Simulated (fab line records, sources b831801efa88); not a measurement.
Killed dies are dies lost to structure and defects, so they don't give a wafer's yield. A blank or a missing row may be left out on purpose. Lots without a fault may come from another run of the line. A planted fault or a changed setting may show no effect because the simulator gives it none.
fab line records | flow gf180mcu
record lots=6 wafers=18 last_day=34
route steps=602 shown STI@3 PASSIVATION@602
lots that met no fault: from a run of the same line without faults
start_h: hours from the record's first day to the start of the lot's first wafer shown | wait_h: hours since the lot's step before | " the same as in the row above | L1.1+2: a row that stands for several wafers | - no value, or no start given | * or withheld: withheld | < > ~ a bound
route shown NAME@n: a module of which the file shows steps, and the number in the route of the first | usual: mean/standard deviation of fault-free wafers | same: alike in all rows | chamber/n: place in a boat | sites: the reading at each site | _std_site: their standard deviation | _edge_site: outer sites' mean less inner sites' | radius_mm: how far each site lies from the wafer's centre | mask NAME#n: copy n | behind: the tool/chamber that last shaped the wafer | hold: why the lot was held/for how many hours/how that ended | device: the transistor (n, p or np) that didn't switch | end of line: the same wafers' tests at the end of the route | a step without rows: its recipe alone | killed: dies lost to structure and defects at the first sort, not the wafer's yield | map: a wafer's dies, x killed, . not, _ none there
set.NAME: the setting as run; set.NAME@STEP: as run at that earlier step | model.NAME: the simulator's own value behind a step, which no gauge read
lots at some steps of the route; a table a step, a row a wafer
services: from which hour (start_h, from the record's first day; less than 0 if before it) a tool's chamber was out of use, for how many hours, and why
## steps
# step GF_STI_THK_MEAS_02
# recipe reads=SiO2_of_STI_OXIDATION_01
# usual STI_OXIDATION_THK=9.98/0.17
# columns lot.wafer tool chamber start_h wait_h STI_OXIDATION_THK[nm]
L317.4 film_metro-03 - 31.54 0.0 9.89
L317.5 " - " " 10.11
L317.6 " - " " 9.75
L319.2 film_metro-03 - 41.90 0.0 10.04
L319.3 " - " " 9.96
L319.5 " - " " 10.03
L323.3 film_metro-02 - 63.79 0.0 9.86
L323.5 " - " " 9.93
L323.6 " - " " 9.94
L331.1 film_metro-02 - 102.10 0.0 9.77
L331.3 " - " " 9.84
L331.4 " - " " 10.06
L332.1 film_metro-01 - 106.51 0.0 9.90
L332.5 " - " " 10.04
L332.6 " - " " 9.99
L336.2 film_metro-03 - 126.52 0.0 10.04
L336.3 " - " " 9.99
L336.4 " - " " 10.01
# step GF_STI_CVD_03
# recipe material=Si3N4 precursor=DCS/NH3 target_thk_nm=207.16 temp_c=770 time_s=3551 pressure_mtorr=250
# step GF_STI_THK_MEAS_04
# recipe reads=Si3N4_of_STI_CVD_03
# usual STI_CVD_03_THK=207.4/1.7
# columns lot.wafer tool chamber start_h wait_h STI_CVD_03_THK[nm]
L317.4 film_metro-03 - 33.59 0.0 208.2
L317.5 " - " " 206.2
L317.6 " - " " 207.8
L319.2 film_metro-01 - 46.43 0.0 208.4
L319.3 " - " " 208.5
L319.5 " - " " 206.4
L323.3 film_metro-02 - 65.83 0.0 208.0
L323.5 " - " " 207.8
L323.6 " - " " 206.8
L331.1 film_metro-01 - 104.15 0.0 206.6
L331.3 " - " " 208.5
L331.4 " - " " 206.6
L332.1 film_metro-02 - 108.56 0.0 206.8
L332.5 " - " " 208.2
L332.6 " - " " 207.2
L336.2 film_metro-03 - 129.82 0.0 209.0
L336.3 " - " " 206.5
L336.4 " - " " 207.5
# step GF_STI_DEHYDRATE_05
# recipe temp_c=200 time_s=60
# step GF_STI_HMDS_06
# recipe prime_time_s=60 prime_temp_c=120
# step GF_STI_COAT_07
# recipe resist=KrF spin_rpm=withheld resist_thk_nm=700
# step GF_STI_SOFTBAKE_08
# recipe temp_c=130 time_s=60 resist=KrF
# step GF_STI_EXPOSE_09
# recipe mask_id=COMP target_cd_nm=220 na=0.68 source_shape=conventional sigma_outer=0.6 dose_mj=28
# step GF_STI_PEB_10
# recipe peb_temp_c=135 peb_time_s=90 resist=KrF
# step GF_STI_DEVELOP_11
# recipe develop_time_s=60 dev_temp_c=21
# step GF_STI_CD_MEAS_12
# recipe target_cd_nm=220
# usual cd_nm=219.8/1.1
# columns lot.wafer tool chamber start_h wait_h cd_nm
L317.4 cd_sem-02 - 45.91 0.1 221.3
L317.5 " - " " 220.8
L317.6 " - " " 221.1
L319.2 cd_sem-01 - 58.97 0.1 219.6
L319.3 " - " " 221.4
L319.5 " - " " 220.2
L323.3 cd_sem-02 - 79.20 0.1 217.4
L323.5 " - " " 218.7
L323.6 " - " " 217.9
L331.1 cd_sem-01 - 118.39 0.1 217.4
L331.3 " - " " 218.4
L331.4 " - " " 218.9
L332.1 cd_sem-01 - 122.94 0.1 221.8
L332.5 " - " " 220.8
L332.6 " - " " 221.9
L336.2 cd_sem-01 - 144.88 0.1 219.6
L336.3 " - " " 218.9
L336.4 " - " " 219.0
# step GF_STI_ETCH_13
# recipe chemistry=CHF3/O2 stop_on=Si over_etch_frac=0.3 target_depth_a=2823.1 source_w=600 bias_w=200 pressure_mtorr=40 chf3_flow_sccm=50 O2_flow_sccm=5 time_s=112.9
# usual drypump_motor_current_A=5.6/0.32 oes_product_au=0.834/0.0058 run_length_s=141.0/0.33 throttle_valve_pct=8.811/0.01
# columns lot.wafer tool chamber start_h wait_h drypump_motor_current_A oes_product_au rf_hours_counter_h run_length_s throttle_valve_pct
L317.4 rie_diel-04 3 45.97 0.0 5.6 0.827 136 141.4 8.802
L317.5 " 2 " " 5.6 0.838 - 141.1 8.803
L317.6 " 1 " " 5.1 0.834 - 140.5 8.813
L319.2 rie_diel-01 1 59.07 0.1 5.9 0.840 17 140.8 8.804
L319.3 " 3 " " 6.3 0.840 160 141.1 8.809
L319.5 " 3 " " 6.3 0.834 - 140.8 8.811
L323.3 rie_diel-04 3 79.28 0.1 5.5 0.840 137 140.8 8.808
L323.5 " 3 " " 5.6 0.840 - 140.8 8.803
L323.6 " 0 " " 5.4 0.835 - 141.3 8.815
L331.1 rie_diel-01 1 118.51 0.1 5.9 0.835 19 140.7 8.798
L331.3 " 3 " " 6.2 0.837 161 141.3 8.803
L331.4 " 2 " " 5.6 0.834 - 140.7 8.804
L332.1 rie_diel-03 0 123.06 0.1 5.3 0.831 128 140.7 8.831
L332.5 " 0 " " 5.3 0.834 - 141.3 8.803
L332.6 " 3 " " 5.8 0.824 - 140.8 8.815
L336.2 rie_diel-01 1 144.98 0.1 5.9 0.845 20 140.9 8.810
L336.3 " 3 " " 6.2 0.829 0 141.3 8.828
L336.4 " 2 " " 5.6 0.835 140 141.1 8.795
# step GF_STI_ETCH_14
# recipe target=Si chemistry=HBr/Cl2/O2 target_depth_nm=360 icp_w=600 bias_w=150 pressure_mtorr=15 HBr_flow_sccm=150 Cl2_flow_sccm=40 O2_flow_sccm=6 time_s=102.9
# usual drypump_motor_current_A=5.6/0.51 he_backside_leak_sccm=2.77/0.22 oes_product_au=0.996/0.0079 run_length_s=131.2/0.37 throttle_valve_pct=25.658/0.0094
# columns lot.wafer tool chamber start_h wait_h drypump_motor_current_A he_backside_leak_sccm oes_product_au rf_hours_counter_h run_length_s throttle_valve_pct model.etch.depth_nm model.STI.feature_depth_nm model.KrF_of_STI_COAT_07.thk_nm
L317.4 rie_si-01 1 46.05 0.0 5.2 3.01 1.005 102 130.7 25.672 355.9 355.9 326.2
L317.5 " 3 " " 5.7 2.67 1.005 - 131.0 25.644 362.5 362.5 325.4
L317.6 " 2 " " 4.8 2.74 1.002 - 131.8 25.653 360.2 360.2 326.6
L319.2 rie_si-01 3 59.14 0.0 5.7 2.59 0.996 150 104.5 25.658 269.6 269.6 352
L319.3 " 1 " " 5.2 2.80 0.992 103 130.8 25.659 356.7 356.7 317.1
L319.5 " 3 " " 5.7 2.66 1.007 - 104.4 25.642 268.5 268.5 348.1
L323.3 rie_si-01 0 79.36 0.0 5.3 2.85 0.995 2 131.1 25.654 358.7 358.7 320.3
L323.5 " 3 " " 5.7 2.63 1.003 - 104.4 25.642 269.7 269.7 347.7
L323.6 " 0 " " 5.4 2.73 0.997 - 131.1 25.661 358.9 358.9 317.5
L331.1 rie_si-02 1 118.59 0.0 5.2 2.78 0.983 28 131.6 25.662 354.2 354.2 323.4
L331.3 " 2 " " 6.5 2.77 0.996 17 130.9 25.665 356.4 356.4 318.4
L331.4 " 0 " " 6.0 2.75 0.986 107 131.1 25.686 351.7 351.7 327.5
L332.1 rie_si-02 0 123.14 0.0 6.0 2.73 0.999 107 131.7 25.656 357.2 357.2 319.7
L332.5 " 1 " " 5.2 2.89 0.991 - 131.9 25.664 355.2 355.2 321
L332.6 " 2 " " 6.5 2.68 0.982 - 131.0 25.653 354.7 354.7 323.6
L336.2 rie_si-01 2 145.06 0.0 4.8 2.76 1.004 39 131.6 25.651 362.4 362.4 322.1
L336.3 " 3 " " 5.7 2.41 1.012 0 130.8 25.654 362.3 362.3 321.1
L336.4 " 0 " " 5.3 2.90 0.999 2 130.9 25.667 359.5 359.5 325
# step GF_STI_STRIP_15
# recipe chemistry=O2/N2 power_w=1400 pressure_mtorr=1500 platen_temp_c=250 o2_flow_sccm=3000 n2_flow_sccm=300 overash_fraction=0.5
# usual drypump_motor_current_A=6.24/0.22 heater_power_w=345/31 oes_product_au=0.385/0.0044 platen_temp_c=249.98/0.21 strip_time_to_endpoint_s=3.76/0.036
# same overash_fraction=0.5
# columns lot.wafer tool chamber start_h wait_h drypump_motor_current_A heater_power_w oes_product_au platen_temp_c rf_hours_counter_h strip_time_to_endpoint_s
L317.4 plasma_asher-04 0 46.15 0.1 6.24 354 0.389 250.10 - 3.79
L317.5 " 1 " " 6.30 380 0.389 249.70 - 3.79
L317.6 " 0 " " 6.29 362 0.395 249.95 - 3.79
L319.2 plasma_asher-02 1 59.22 0.0 6.64 372 0.395 250.09 40 4.05
L319.3 " 1 " " 6.65 369 0.377 250.03 - 3.70
L319.5 " 1 " " 6.62 378 0.390 250.20 - 4.02
L323.3 plasma_asher-02 1 79.46 0.1 6.62 371 0.384 249.85 - 3.74
L323.5 " 1 " " 6.63 379 0.399 250.10 - 4.01
L323.6 " 0 " " 6.08 323 0.380 250.37 - 3.72
L331.1 plasma_asher-04 1 118.66 0.0 6.32 369 0.385 249.95 33 3.76
L331.3 " 1 " " 6.29 376 0.385 249.76 - 3.71
L331.4 " 0 " " 6.22 371 0.390 249.98 - 3.80
L332.1 plasma_asher-02 1 123.22 0.0 6.63 378 0.386 249.95 46 3.72
L332.5 " 0 " " 6.04 321 0.389 249.73 - 3.74
L332.6 " 1 " " 6.64 386 0.379 250.13 - 3.78
L336.2 plasma_asher-02 0 145.13 0.0 6.08 326 0.393 250.07 48 3.75
L336.3 " 1 " " 6.64 375 0.382 250.35 - 3.74
L336.4 " 0 " " 6.07 319 0.384 250.00 - 3.78
# step GF_STI_CLEAN_16
# recipe chemistry=dHF time_s=25 dilution=100:1
# step GF_PASSIVATION_PROBE_99
# columns lot.wafer tool chamber start_h wait_h model.etest.pwell_in_dnwell.line_ohm_um model.etest.ldpmos_10p0.r_on_ohm_um model.etest.p_drift.rs_ohm_sq model.etest.pwell_in_dnwell.rs_ohm_sq model.etest.ldnmos_10p0.r_on_ohm_um model.etest.n_drift.rs_ohm_sq model.etest.nwell.line_ohm_um model.etest.nwell.rs_ohm_sq
L317.4 prober-01 - 705.87 0.2 4066 1.124e+04 2450 2458 3720 1250 1196 1023
L317.5 prober-01 - 705.92 0.2 4216 1.112e+04 2495 2523 3700 1308 1223 1037
L317.6 prober-01 - 705.97 0.2 4120 1.112e+04 2473 2496 3687 1279 1183 1034
L319.2 prober-02 - 726.57 0.1 3253 1.051e+04 1999 1955 3397 911.3 1011 873.4
L319.3 prober-02 - 726.62 0.2 3835 1.112e+04 2408 2355 3794 1132 1210 1034
L319.5 prober-02 - 726.72 0.2 3213 1.061e+04 2015 1954 3440 899.7 1020 869.2
L323.3 prober-01 - 746.82 0.2 3922 1.128e+04 2375 2377 3745 1219 1212 1044
L323.5 prober-01 - 746.92 0.2 3270 1.063e+04 1986 1983 3394 930.4 1014 872.9
L323.6 prober-01 - 746.97 0.2 3930 1.115e+04 2375 2356 3722 1215 1214 1047
L331.1 prober-01 - 789.32 0.1 3997 1.123e+04 2352 2354 3703 1170 1137 975.9
L331.3 prober-01 - 789.42 0.2 4068 1.121e+04 2386 2412 3760 1190 1130 987.7
L331.4 prober-01 - 789.47 0.2 3894 1.129e+04 2343 2350 3718 1163 1095 955.1
L332.1 prober-01 - 793.97 0.1 4030 1.131e+04 2411 2406 3809 1179 1123 966
L332.5 prober-01 - 794.17 0.2 4049 1.122e+04 2404 2412 3782 1189 1129 969.4
L332.6 prober-01 - 794.22 0.2 4047 1.136e+04 2393 2403 3762 1176 1114 961
L336.2 prober-01 - 813.92 0.1 4063 1.113e+04 2382 2413 3765 1182 1209 1039
L336.3 prober-01 - 813.97 0.2 4070 1.115e+04 2420 2426 3744 1178 1190 1030
L336.4 prober-01 - 814.02 0.2 4030 1.113e+04 2366 2378 3698 1162 1220 1024
# killed by level:class
L317.4 V3:geometric_particle:open=8 V5:geometric_particle:open=6 STI:geometric_particle:short=4 V4:geometric_particle:open=4 CONTACT:geometric_particle:open=3 POLY_GATE:geometric_particle:open=2 M4:geometric_particle:open=2 V1:geometric_particle:open=2
L317.5 V4:geometric_particle:open=5 CONTACT:geometric_particle:open=4 M3:geometric_particle:short=3 V4:geometric_particle:short=3 V5:geometric_particle:open=3 STI:geometric_particle:short=2 V1:geometric_particle:open=2 V3:geometric_particle:short=2
L317.6 V3:geometric_particle:open=6 STI:geometric_particle:open=4 CONTACT:geometric_particle:open=4 V4:geometric_particle:open=3 M3:geometric_particle:short=3 V3:geometric_particle:short=3 V5:geometric_particle:open=3 M1:geometric_particle:short=2
L331.1 V2:geometric_particle:open=5 CONTACT:geometric_particle:open=4 V1:geometric_particle:open=4 V5:geometric_particle:open=4 V1:geometric_particle:short=3 M2:geometric_particle:short=2 M3:geometric_particle:short=2 V3:geometric_particle:open=2
L331.3 CONTACT:geometric_particle:open=5 V2:geometric_particle:open=5 V1:geometric_particle:open=4 SAB:geometric_particle:open=3 M1:geometric_particle:short=3 V3:geometric_particle:open=3 M4:geometric_particle:short=3 V4:geometric_particle:open=3
L331.4 CONTACT:geometric_particle:open=7 V3:geometric_particle:open=5 M5:geometric_particle:short=4 V1:geometric_particle:short=3 V4:geometric_particle:open=3 V5:geometric_particle:open=3 M1:geometric_particle:open=2 M1:geometric_particle:short=2
L332.1 V2:geometric_particle:open=7 M1:geometric_particle:short=3 V1:geometric_particle:open=3 CONTACT:geometric_particle:short=2 CONTACT:geometric_particle:open=2 V1:geometric_particle:short=2 V2:geometric_particle:short=2 M4:geometric_particle:short=2
L332.5 V4:geometric_particle:open=8 CONTACT:geometric_particle:open=6 V3:geometric_particle:open=6 STI:geometric_particle:short=3 V1:geometric_particle:open=3 M3:geometric_particle:short=3 V4:geometric_particle:short=3 STI:geometric_particle:open=2
L332.6 CONTACT:geometric_particle:open=4 V4:geometric_particle:open=4 M2:geometric_particle:short=3 V3:geometric_particle:short=3 V5:geometric_particle:open=3 STI:geometric_particle:short=2 POLY_GATE:geometric_particle:open=2 M1:geometric_particle:short=2
L336.2 STI:geometric_particle:short=6 CONTACT:geometric_particle:open=6 V2:geometric_particle:open=6 V1:geometric_particle:open=4 POLY_GATE:geometric_particle:short=3 M1:geometric_particle:short=3 V1:geometric_particle:short=3 STI:geometric_particle:open=2
L336.3 CONTACT:geometric_particle:open=6 STI:geometric_particle:short=5 V4:geometric_particle:open=5 V3:geometric_particle:short=4 M1:geometric_particle:short=3 M3:geometric_particle:short=3 STI:geometric_particle:open=2 POLY_GATE:geometric_particle:short=2
L336.4 STI:geometric_particle:open=5 V3:geometric_particle:open=5 STI:geometric_particle:short=4 M2:geometric_particle:short=4 CONTACT:geometric_particle:open=3 V1:geometric_particle:open=3 CONTACT:geometric_particle:short=2 M4:geometric_particle:short=2
## services
# columns tool chamber start_h hours kind
rie_diel-01 - 35.44 0.6 repair
plasma_asher-02 - 35.81 0.9 repair
rie_si-01 - 42.45 2.8 pm
rie_si-01 1 47.32 3.7 repair
rie_si-02 3 62.48 21.9 repair
rie_diel-01 - 65.01 1.0 repair
plasma_asher-02 - 65.77 2.5 repair
rie_diel-01 0 82.07 43.1 repair
rie_si-01 3 93.50 1.0 repair
rie_si-01 3 94.54 - clean
rie_si-01 3 94.54 19.0 scheduled_down
rie_si-01 3 94.54 19.0 vent_cycle
rie_si-02 2 98.53 15.1 repair
plasma_asher-02 - 102.82 3.9 repair
rie_si-02 1 114.60 1.5 repair
rie_diel-01 3 126.26 - clean
rie_diel-01 3 126.26 15.2 scheduled_down
rie_diel-01 3 126.26 15.2 vent_cycle
rie_diel-01 - 130.47 0.8 repair
rie_diel-04 - 134.26 0.4 repair
rie_diel-01 0 140.70 3.5 repair
rie_si-02 2 142.19 3.2 repair
## key
first_sign step=GF_STI_ETCH_14 reading=run_length_s direction=down sigmas=71 usual=* struck=*
effect step=GF_STI_STRIP_15 reading=strip_time_to_endpoint_s direction=up sigmas=7.5 usual=* struck=*
model_effect step=GF_STI_ETCH_14 value=etch.depth_nm without=362.3 struck=269.3
model_effect step=GF_PASSIVATION_PROBE_99 value=etest.pwell_in_dnwell.line_ohm_um without=3936 struck=3246
met_at GF_STI_ETCH_14
struck_wafers L319.2,L319.5,L323.5
sort_left_out L319.2,L319.5,L323.5
tester_left_out L319,L323
onset_between 46.05 59.14
fault kind=process_parameter_drift tool=rie_si-01 chamber=3 onset_h=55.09 steps=GF_STI_ETCH_14 channel=time_s offset=* shape=step end_h=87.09 acts_in=* stated=*
# tester_left_out: of these lots the tester's yield and bins aren't shown, on N5 and GAA mostly nor the transistor test; their killed dies are dies lost to structure and defects alone, not to doping, threshold or leakage, so they don't give the yield
# sort_left_out: the simulated sort isn't trusted on such a fault, so these wafers' sort isn't shown, and their yield isn't known
